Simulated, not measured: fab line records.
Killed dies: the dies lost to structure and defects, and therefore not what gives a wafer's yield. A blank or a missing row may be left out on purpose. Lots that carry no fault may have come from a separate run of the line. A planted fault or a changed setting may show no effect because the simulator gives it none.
fab line records	flow sky130
[record] lots = 11	wafers = 33	last-day = 50
route steps=708 shown LI_CONTACT@375 LOCAL_INTERCONNECT@387 CONTACT@430
lots that met no fault: from a run of the same line without faults
start-h: the number of hours between the record's first day and the start of the first shown wafer of the lot	wait-h: hours elapsed since this lot's preceding step	" identical to the entry in the row above	L1.1+2: a row that stands for several wafers	- no value present, or no start provided	* or withheld: withheld	< > ~ a bound
route shown NAME@n: a module of which the file shows steps, and the number in the route of the first	usual: mean and standard deviation over wafers with no fault	same: alike in all rows	chamber/n: place in a boat	sites: each site's reading	_std_site: standard deviation of those values	_edge_site: mean of outer sites minus mean of inner sites	radius-mm: how far each site lies from the wafer's centre	mask NAME#n: copy n	behind: tool/chamber where the wafer was last shaped	hold: the reason the lot was held/the length of the hold in hours/how it ended	device: whichever transistor did not switch (one of n, p or np)	end of line: at the end of the route, the tests of the same wafers	step lacking rows: just its recipe	killed: not the wafer's yield, but the dies lost to structure and defects at the first sort	map: a wafer's dies, marking killed ones x, the rest . and places with no die _
set.NAME: the setting that was run; set.NAME@STEP: the one run at that earlier step	model.NAME: the simulator's own value behind a step, which no gauge read
route steps across a sampled set of lots; one table per step, one row per wafer
services: when a tool's chamber went out of use (start-h, in hours from the record's first day, below 0 if earlier), for how many hours, and the reason
[[steps]]
[step SKY_LI_CONTACT_OVL_MEAS_13]
[usual] LI_CONTACT_OVL = -5/4.7
lot.wafer	tool	chamber	start-h	wait-h	LI_CONTACT_OVL[nm]
L197.1	overlay-01	-	704.01	0.1	-2
L197.2	"	-	"	"	0
L197.6	"	-	"	"	0
L199.2	overlay-01	-	711.04	0.1	-9
L199.4	"	-	"	"	-10
L199.5	"	-	"	"	-3
L202.2	overlay-01	-	734.86	0.1	-3
L202.4	"	-	"	"	-6
L202.5	"	-	"	"	-5
L208.1	overlay-02	-	784.38	0.1	2
L208.2	"	-	"	"	-2
L208.4	"	-	"	"	0
L210.1	overlay-01	-	797.76	0.1	5
L210.4	"	-	"	"	5
L210.6	"	-	"	"	2
L211.3	overlay-01	-	803.94	0.1	-1
L211.4	"	-	"	"	5
L211.5	"	-	"	"	1
L212.4	overlay-02	-	808.38	0.1	-14
L212.5	"	-	"	"	-6
L212.6	"	-	"	"	-9
L213.3	overlay-01	-	810.85	0.1	-4
L213.4	"	-	"	"	-11
L213.6	"	-	"	"	-6
L214.1	overlay-01	-	820.59	0.1	2
L214.4	"	-	"	"	-2
L214.5	"	-	"	"	2
L215.3	overlay-01	-	826.47	0.1	-5
L215.5	"	-	"	"	-1
L215.6	"	-	"	"	-3
L218.1	overlay-01	-	846.49	0.1	-9
L218.2	"	-	"	"	-12
L218.3	"	-	"	"	-6
[step SKY_LOCAL_INTERCONNECT_SPUTTER_00]
[recipe] material = TiN	target-thk-nm = 100	temp-c = 300	power-w = 6500	time-s = 83.3	chamber-pressure-pa = 0.4
[usual] chamber-pressure-pa = 0.4000/0.00077	substrate-temp-c = 299.99/0.19	throttle-valve-pct = 30.6/0.96
lot.wafer	tool	chamber	start-h	wait-h	chamber-pressure-pa	substrate-temp-c	throttle-valve-pct
L197.1	pvd-sputter-04	-	705.24	0.1	0.4002	300.14	31.4
L197.2	"	-	"	"	0.4009	299.94	32.1
L197.6	"	-	"	"	0.3997	299.79	32.4
L199.2	pvd-sputter-04	-	712.24	0.1	0.3990	299.99	30.6
L199.4	"	-	"	"	0.3995	299.86	31.3
L199.5	"	-	"	"	0.3992	299.75	32.2
L202.2	pvd-sputter-04	-	736.07	0.2	0.4004	299.94	32.2
L202.4	"	-	"	"	0.4006	299.89	30.2
L202.5	"	-	"	"	0.3997	300.01	31.3
L208.1	pvd-sputter-01	-	785.58	0.2	0.4004	299.96	30.3
L208.2	"	-	"	"	0.3996	299.77	29.9
L208.4	"	-	"	"	0.3988	300.05	29.0
L210.1	pvd-sputter-04	-	798.96	0.1	0.4004	299.79	31.2
L210.4	"	-	"	"	0.3997	300.35	30.5
L210.6	"	-	"	"	0.4011	300.00	30.3
L211.3	pvd-sputter-01	-	805.34	0.2	0.3984	300.17	29.9
L211.4	"	-	"	"	0.3989	299.89	29.7
L211.5	"	-	"	"	0.3993	300.03	29.5
L212.4	pvd-sputter-01	-	809.56	0.2	0.4013	299.89	30.2
L212.5	"	-	"	"	0.4001	300.49	30.2
L212.6	"	-	"	"	0.3997	299.67	29.7
L213.3	pvd-sputter-04	-	812.04	0.1	0.4000	300.20	30.4
L213.4	"	-	"	"	0.3997	299.74	30.5
L213.6	"	-	"	"	0.3984	300.22	31.4
L214.1	pvd-sputter-04	-	821.80	0.2	0.3992	300.15	31.2
L214.4	"	-	"	"	0.4005	299.88	32.1
L214.5	"	-	"	"	0.4009	300.06	30.3
L215.3	pvd-sputter-04	-	827.66	0.1	0.3993	300.38	32.3
L215.5	"	-	"	"	0.3988	300.02	30.7
L215.6	"	-	"	"	0.4005	300.51	32.3
L218.1	pvd-sputter-04	-	847.82	0.1	0.4001	299.58	31.8
L218.2	"	-	"	"	0.3999	300.00	31.3
L218.3	"	-	"	"	0.3999	300.24	30.5
[step SKY_LOCAL_INTERCONNECT_CD_MEAS_11]
[recipe] target-cd-nm = 170
[usual] cd-nm = 169.7/1.2
lot.wafer	tool	chamber	start-h	wait-h	cd-nm
L197.1	cd-sem-02	-	733.31	-	170.4
L197.2	"	-	"	"	171.2
L197.6	"	-	"	"	171.6
L199.2	cd-sem-01	-	740.04	-	167.9
L199.4	"	-	"	"	168.9
L199.5	"	-	"	"	168.4
L202.2	cd-sem-01	-	762.19	-	169.5
L202.4	"	-	"	"	168.0
L202.5	"	-	"	"	168.2
L208.1	cd-sem-02	-	811.97	-	168.8
L208.2	"	-	"	"	170.4
L208.4	"	-	"	"	170.8
L210.1	cd-sem-01	-	825.32	-	168.4
L210.4	"	-	"	"	170.2
L210.6	"	-	"	"	170.0
L211.3	cd-sem-02	-	831.91	-	169.1
L211.4	"	-	"	"	169.2
L211.5	"	-	"	"	170.1
L212.4	cd-sem-01	-	835.88	-	171.2
L212.5	"	-	"	"	169.8
L212.6	"	-	"	"	169.8
L213.3	cd-sem-01	-	838.11	-	171.2
L213.4	"	-	"	"	170.6
L213.6	"	-	"	"	171.2
L214.1	cd-sem-01	-	847.19	-	169.7
L214.4	"	-	"	"	170.1
L214.5	"	-	"	"	169.7
L215.3	cd-sem-01	-	853.16	-	170.0
L215.5	"	-	"	"	169.8
L215.6	"	-	"	"	170.5
L218.1	cd-sem-01	-	874.33	-	170.7
L218.2	"	-	"	"	170.8
L218.3	"	-	"	"	171.1
[step SKY_CONTACT_CVD_24]
[recipe] material = W	target-thk-nm = 340	time-s = 102.12	temp-c = 400	pressure-torr = 40
[usual] chamber-pressure-Torr = 40.00/0.087	heater-power-outer-w = 573/43	heater-power-w = 886/53
lot.wafer	tool	chamber	start-h	wait-h	chamber-pressure-Torr	heater-power-outer-w	heater-power-w
L197.1	cvd-w-01	0	761.48	0.0	40.07	573	880
L197.2	"	1	"	"	40.09	533	868
L197.6	"	0	"	"	40.02	577	857
L199.2	cvd-w-01	0	768.75	0.0	40.02	580	880
L199.4	"	0	"	"	40.17	571	854
L199.5	"	1	"	"	42.64	531	852
L202.2	cvd-w-01	0	791.37	0.0	40.01	573	885
L202.4	"	1	"	"	42.60	523	888
L202.5	"	0	"	"	39.90	583	859
L208.1	cvd-w-02	1	840.19	0.0	39.94	536	831
L208.2	"	0	"	"	39.95	665	1017
L208.4	"	0	"	"	39.92	671	996
L210.1	cvd-w-01	1	853.90	0.0	39.90	523	878
L210.4	"	0	"	"	40.13	589	864
L210.6	"	0	"	"	40.19	570	887
L211.3	cvd-w-02	1	860.15	0.1	39.79	562	835
L211.4	"	1	"	"	39.90	562	822
L211.5	"	1	"	"	39.81	569	828
L212.4	cvd-w-01	1	866.11	0.1	40.11	534	887
L212.5	"	1	"	"	40.12	517	892
L212.6	"	0	"	"	39.98	582	870
L213.3	cvd-w-01	0	866.22	0.1	39.92	581	866
L213.4	"	1	"	"	40.09	529	899
L213.6	"	0	"	"	39.97	587	867
L214.1	cvd-w-01	0	876.47	0.0	39.97	595	893
L214.4	"	0	"	"	40.07	585	886
L214.5	"	0	"	"	39.97	582	896
L215.3	cvd-w-01	0	881.42	0.1	39.97	591	872
L215.5	"	1	"	"	40.11	541	886
L215.6	"	0	"	"	39.93	590	885
L218.1	cvd-w-01	0	902.58	0.0	39.98	588	875
L218.2	"	1	"	"	40.01	524	893
L218.3	"	0	"	"	40.15	580	883
[step SKY_CONTACT_RS_MEAS_25]
[recipe] thk-meas-gauge = four-point-probe	reads = W_of_CONTACT_CVD_24+TiN_of_CONTACT_SPUTTER_23
[usual] CONTACT_W_RS = 0.340/0.0039
lot.wafer	tool	chamber	start-h	wait-h	hold	CONTACT_W_RS[ohm/sq]
L197.1	film-metro-03	-	761.59	0.1	-	0.336
L197.2	"	-	"	"	-	0.338
L197.6	"	-	"	"	-	0.335
L199.2	film-metro-02	-	768.88	0.1	await-dispo/0.2h/release	0.333
L199.4	"	-	"	"	await-dispo/0.2h/release	0.332
L199.5	"	-	"	"	await-dispo/0.2h/release	0.320
L199.2	film-metro-02	-	769.17	0.3	-	0.333
L199.4	"	-	"	"	-	0.332
L199.5	"	-	"	"	-	0.321
L202.2	film-metro-03	-	791.50	0.1	-	0.338
L202.4	"	-	"	"	-	0.332
L202.5	"	-	"	"	-	0.342
L208.1	film-metro-02	-	840.30	0.1	-	0.341
L208.2	"	-	"	"	-	0.345
L208.4	"	-	"	"	-	0.341
L210.1	film-metro-03	-	854.01	0.1	-	0.343
L210.4	"	-	"	"	-	0.340
L210.6	"	-	"	"	-	0.340
L211.3	film-metro-03	-	860.34	0.2	-	0.334
L211.4	"	-	"	"	-	0.334
L211.5	"	-	"	"	-	0.334
L212.4	film-metro-02	-	866.24	0.1	-	0.340
L212.5	"	-	"	"	-	0.341
L212.6	"	-	"	"	-	0.339
L213.3	film-metro-04	-	866.33	0.1	-	0.341
L213.4	"	-	"	"	-	0.342
L213.6	"	-	"	"	-	0.339
L214.1	film-metro-04	-	876.58	0.1	-	0.336
L214.4	"	-	"	"	-	0.338
L214.5	"	-	"	"	-	0.340
L215.3	film-metro-03	-	881.53	0.1	-	0.342
L215.5	"	-	"	"	-	0.347
L215.6	"	-	"	"	-	0.346
L218.1	film-metro-02	-	902.69	0.1	-	0.345
L218.2	"	-	"	"	-	0.347
L218.3	"	-	"	"	-	0.340
[step SKY_CONTACT_THK_MEAS_26]
[recipe] thk-meas-gauge = xrf	reads = W_of_CONTACT_CVD_24
[usual] CONTACT_W_THK = 348/4.6
lot.wafer	tool	chamber	start-h	wait-h	hold	CONTACT_W_THK[nm]
L197.1	film-metro-03	-	761.71	0.1	-	354
L197.2	"	-	"	"	-	349
L197.6	"	-	"	"	-	351
L199.2	film-metro-02	-	771.50	2.3	await-dispo/0.2h/release	353
L199.4	"	-	"	"	await-dispo/0.2h/release	357
L199.5	"	-	"	"	await-dispo/0.2h/release	368
L199.2	film-metro-02	-	771.73	0.2	-	357
L199.4	"	-	"	"	-	358
L199.5	"	-	"	"	-	371
L202.2	film-metro-03	-	791.61	0.1	-	349
L202.4	"	-	"	"	-	356
L202.5	"	-	"	"	-	346
L208.1	film-metro-02	-	840.42	0.1	-	349
L208.2	"	-	"	"	-	345
L208.4	"	-	"	"	-	351
L210.1	film-metro-03	-	854.13	0.1	-	346
L210.4	"	-	"	"	-	349
L210.6	"	-	"	"	-	349
L211.3	film-metro-03	-	860.44	0.1	-	357
L211.4	"	-	"	"	-	356
L211.5	"	-	"	"	-	354
L212.4	film-metro-02	-	866.33	0.1	-	350
L212.5	"	-	"	"	-	346
L212.6	"	-	"	"	-	348
L213.3	film-metro-04	-	866.43	0.1	-	346
L213.4	"	-	"	"	-	345
L213.6	"	-	"	"	-	350
L214.1	film-metro-04	-	876.70	0.1	-	349
L214.4	"	-	"	"	-	350
L214.5	"	-	"	"	-	346
L215.3	film-metro-03	-	881.63	0.1	-	349
L215.5	"	-	"	"	-	343
L215.6	"	-	"	"	-	342
L218.1	film-metro-02	-	902.81	0.1	-	343
L218.2	"	-	"	"	-	340
L218.3	"	-	"	"	-	349
[[services]]
tool	chamber	start-h	hours	kind
pvd-sputter-01	1	699.22	-	consumable-replace:kit
pvd-sputter-01	1	699.22	18.0	scheduled-down
pvd-sputter-01	1	699.22	18.0	vent-cycle
cvd-w-02	-	715.79	6.9	pm
cvd-w-01	-	744.86	0.8	repair
pvd-sputter-01	-	765.70	4.1	repair
pvd-sputter-01	-	825.58	0.7	repair
cvd-w-02	0	833.95	2.4	repair
cvd-w-01	1	836.17	11.6	repair
pvd-sputter-01	-	836.26	3.3	repair
pvd-sputter-01	0	840.31	-	consumable-replace:kit
pvd-sputter-01	0	840.31	18.0	scheduled-down
pvd-sputter-01	0	840.31	18.0	vent-cycle
pvd-sputter-01	-	844.10	0.7	repair
cvd-w-02	0	858.61	23.4	repair
cvd-w-02	1	863.90	10.8	repair
pvd-sputter-04	3	864.69	-	consumable-replace:kit
pvd-sputter-04	3	864.69	18.0	scheduled-down
pvd-sputter-04	3	864.69	18.0	vent-cycle
cvd-w-01	-	899.84	1.4	repair
[[key]]
[first-sign] step = SKY_CONTACT_CVD_24	reading = chamber-pressure-Torr	direction = up	sigmas = 30	usual = 40.00	struck = 42.62
[effect] step = SKY_CONTACT_RS_MEAS_25	reading = visit	direction = added
[effect] step = SKY_CONTACT_THK_MEAS_26	reading = visit	direction = added
met-at SKY_CONTACT_CVD_24
struck-lots L199,L202
struck-wafers L199.5,L202.4
tester-left-out L199,L202
not-acting-at SKY_LI_CONTACT_OVL_MEAS_13,SKY_LOCAL_INTERCONNECT_SPUTTER_00,SKY_LOCAL_INTERCONNECT_CD_MEAS_11
onset-between 761.48 768.75
[fault] kind = process-parameter-drift	tool = cvd-w-01	chamber = 1	onset-h = 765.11	steps = SKY_CONTACT_CVD_24	channel = pressure-torr	offset = 2.5661	shape = step	end-h = 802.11	acts-in = these-recipes-only	stated = 40
// tester-left-out: of these lots the tester's yield and bins aren't shown, on N5 and GAA mostly nor the transistor test; their killed dies are dies lost to structure and defects alone, not to doping, threshold or leakage, so they don't give the yield
